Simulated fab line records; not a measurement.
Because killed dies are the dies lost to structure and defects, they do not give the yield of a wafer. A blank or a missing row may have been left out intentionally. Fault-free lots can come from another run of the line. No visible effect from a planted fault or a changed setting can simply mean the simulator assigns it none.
Chamber matching | flow sky130 | 4 sister chambers for SKY_PASSIVATION_ETCH_11 on rie diel-01
The step etches the open film in CF4/O2, stops on AlCu, target depth 725 nm, time 161.1 s. 14 wafers are shown with their chamber, then 7 later ones without.

## EACH WAFER AND ITS CHAMBER
wafer  | chamber | drypump motor current A (A) | throttle valve pct (%) | chamber pressure mTorr (mTorr)
L643.2 | 0       | 5.3                         | 5.965                  | 149.89
L643.3 | 2       | 6.4                         | 5.955                  | 150.13
L643.6 | 1       | 6.8                         | 5.967                  | 149.80
L644.1 | 0       | 5.3                         | 5.963                  | 149.85
L644.4 | 3       | 5.7                         | 5.973                  | 150.01
L644.6 | 1       | 6.8                         | 5.955                  | 150.03
L648.1 | 1       | 6.8                         | 5.962                  | 150.02
L648.4 | 2       | 6.4                         | 5.965                  | 149.87
L648.5 | 2       | 6.4                         | 5.952                  | 150.04
L650.1 | 0       | 5.4                         | 5.960                  | 150.20
L650.5 | 0       | 5.4                         | 5.957                  | 150.15
L650.6 | 3       | 5.7                         | 5.967                  | 149.70
L652.1 | 2       | 6.4                         | 5.959                  | 150.01
L652.2 | 0       | 5.3                         | 5.973                  | 149.95

SIGNATURES (means of the wafers above)
reading                 | chamber 0 | chamber 1 | chamber 2 | chamber 3 | scatter within a chamber
drypump motor current A | 5.340     | 6.800     | 6.400     | 5.700     | 0.0346
throttle valve pct      | 5.96360   | 5.96133   | 5.95775   | 5.97000   | 0.00577
chamber pressure mTorr  | 150.0080  | 149.9500  | 150.0125  | 149.8550  | 0.147
Rule: a wafer's distance from a chamber is the root of the sum, over the readings, of the square of ((its reading less the chamber's mean) divided by the reading's scatter). If the next closest chamber is less than 2 further off than the closest, the wafer can't be placed; otherwise it belongs to the closest. The scatter is the square root of a quotient: the sum, over the shown wafers, of each reading's squared deviation from its chamber's mean, divided by wafers minus chambers.

## WAFERS WHOSE CHAMBER IS MISSING
wafer  | drypump motor current A (A) | throttle valve pct (%) | chamber pressure mTorr (mTorr)
L652.3 | 5.7                         | 5.962                  | 150.00
L655.2 | 5.7                         | 5.961                  | 149.96
L655.3 | 5.4                         | 5.960                  | 149.82
L655.5 | 6.7                         | 5.961                  | 150.09
L657.1 | 6.4                         | 5.976                  | 149.55
L657.2 | 6.8                         | 5.962                  | 149.91
L657.3 | 5.4                         | 5.976                  | 150.04

## WHICH CHAMBER EACH ONE RAN IN
wafer  | from the rows above | in truth
L652.3 | 3                   | 3
L655.2 | 3                   | 3
L655.3 | 0                   | 0
L655.5 | 1                   | 1
L657.1 | 2                   | 2
L657.2 | 1                   | 1
L657.3 | 0                   | 0
7 of 7 placed correctly. Can't be placed from these rows: 0. Wrongly placed: 0.
